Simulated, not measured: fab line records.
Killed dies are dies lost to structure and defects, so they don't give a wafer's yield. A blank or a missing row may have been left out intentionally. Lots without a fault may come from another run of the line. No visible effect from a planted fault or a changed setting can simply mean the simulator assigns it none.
The tool behind it: which one? -- flow sky130 -- 39 wafers from 13 lots sampled at 3 of the route's 708 steps

== WHAT EACH GAUGE READ, for each wafer ==
SKY_METAL1_RS_MEAS_05: measures by four-point-probe. Usual: METAL1_ALCU_RS gives 0.1265 ohm/sq (standard deviation 0.0014).
lot,measured,on,METAL1_ALCU_RS (ohm/sq),flag
L267,day 31 06:35,filmMetro-04,0.1277 0.1255 0.1261,
L268,day 31 08:08,filmMetro-04,0.1271 0.1281 0.1272,
L269,day 32 02:59,filmMetro-02,0.1258 0.1272 0.1279,
L272,day 33 14:09,filmMetro-02,0.1259 0.1260 0.1264,
L273,day 33 20:44,filmMetro-04,0.1270 0.1259 0.1278,
L274,day 34 01:28,filmMetro-04,0.1279 0.1280 0.1280,
L276,day 34 19:51,filmMetro-03,0.1255 0.1284 0.1241,
L279,day 36 07:46,filmMetro-03,0.1262 0.1269 0.1269,
L281,day 36 13:48,filmMetro-04,0.1271 0.1268 0.1270,
L283,day 36 20:17,filmMetro-04,0.1279 0.1263 0.1273,
L285,day 37 19:03,filmMetro-03,0.1246 0.1269 0.1254,
L287,day 38 01:30,filmMetro-02,0.1267 0.1259 0.1267,
L289,day 38 09:11,filmMetro-02,0.1278 0.1282 0.1264,

SKY_VIA1_THK_MEAS_01. Usual: VIA1_HDPCVD_THK gives 1022 nm (standard deviation 12).
lot,measured,on,VIA1_HDPCVD_THK (nm),flag
L267,day 32 10:46,filmMetro-01,1027 1016 1028,
L268,day 32 12:50,filmMetro-02,1034 1031 1040,
L269,day 33 06:43,filmMetro-03,1013 1024 1018,
L272,day 34 17:45,filmMetro-01,1030 1028 1033,
L273,day 35 00:07,filmMetro-02,1020 1022 1019,
L274,day 35 04:49,filmMetro-02,1012 1011 1017,
L276,day 35 23:17,filmMetro-03,1012 1021 1020,
L279,day 37 10:22,filmMetro-01,1036 1028 1035,
L281,day 37 16:34,filmMetro-02,1014 995 1008,
L283,day 38 00:07,filmMetro-03,1032 1029 1027,
L285,day 38 21:45,filmMetro-03,1022 1023 1014,
L287,day 39 04:20,filmMetro-01,1022 1036 1039,
L289,day 39 12:01,filmMetro-03,1020 1020 1026,

== TOOL THAT RAN EACH LOT (tool first, then ch and the chambers of the sampled wafers, then the start) ==
lot,SKY_LDD_N_IMPLANT_10
L267,"implanter-01 ch 0, day 17 08:09"
L268,"implanter-02 ch 0, day 17 11:06"
L269,"implanter-01 ch 0, day 18 06:29"
L272,"implanter-02 ch 0, day 19 23:14"
L273,"implanter-02 ch 0, day 20 09:50"
L274,"implanter-04 ch 0, day 20 12:31"
L276,"implanter-01 ch 0, day 21 09:31"
L279,"implanter-01 ch 0, day 23 03:39"
L281,"implanter-01 ch 0, day 23 11:41"
L283,"implanter-02 ch 0, day 23 16:36"
L285,"implanter-04 ch 0, day 24 19:25"
L287,"implanter-04 ch 0, day 25 02:15"
L289,"implanter-04 ch 0, day 25 11:55"
- SKY_LDD_N_IMPLANT_10

== WHAT THE TOOLS THEMSELVES READ (means of the sampled wafers that have a number; where no wafer has one, the mark that the record gives instead) ==
SKY_LDD_N_IMPLANT_10. Usual: beamEnergyKeV 20.000, standard deviation 0.0065; rotationDeg 203.00 degrees, standard deviation 0.042.
lot,tool,beamEnergyKeV,rotationDeg (degrees),flag
L267,implanter-01,19.994,202.99,
L268,implanter-02,20.003,203.02,
L269,implanter-01,20.001,202.96,
L272,implanter-02,19.999,203.03,
L273,implanter-02,19.995,203.03,
L274,implanter-04,19.994,203.04,
L276,implanter-01,19.994,203.02,
L279,implanter-01,18.833,203.03,OFF
L281,implanter-01,18.838,203.00,OFF
L283,implanter-02,20.002,203.04,
L285,implanter-04,20.001,203.05,
L287,implanter-04,19.996,203.03,
L289,implanter-04,19.993,202.95,

== THE ANSWER, worked out from the rows above alone ==
Rule: a lot counts as off when the mean over its wafers that have a number is more than 3 standard deviations away from the usual mean. A lot without any number at a reading at which 4 lots or more have one is off too. Any other lot the step has rows for is counted as sound. After the gauges, taken in route order, come the tools' own readings; for these a lot's mean is taken, as printed above. At the first step where some lot is off, the reading lying furthest off is the one used; lots without a number count as furthest.
Off: L279, L281 (SKY_LDD_N_IMPLANT_10, beamEnergyKeV).
If a tool, at that step or one of the process steps before it, ran each lot that is off and ran no sound lot following the first of them, it fits. One candidate fits, namely implanter-01 at SKY_LDD_N_IMPLANT_10. A fault onset in the window from L276 (day 21 09:31, its last sound lot) to L279 (day 23 03:39, its first lot off) fits.
On the lots that are off, the tool's own readings at SKY_LDD_N_IMPLANT_10 differ by more than 5 times the standard deviation of the sound lots' means, which bears it out; beamEnergyKeV reads 18.835 there versus 19.997 on the sound lots.

== WHAT THE SIMULATOR HAD INSERTED ==
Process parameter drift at SKY_LDD_N_IMPLANT_10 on implanter-01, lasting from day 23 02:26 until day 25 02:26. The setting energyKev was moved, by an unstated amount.
Lots struck among those shown: L279, L281. The rule above found the same.
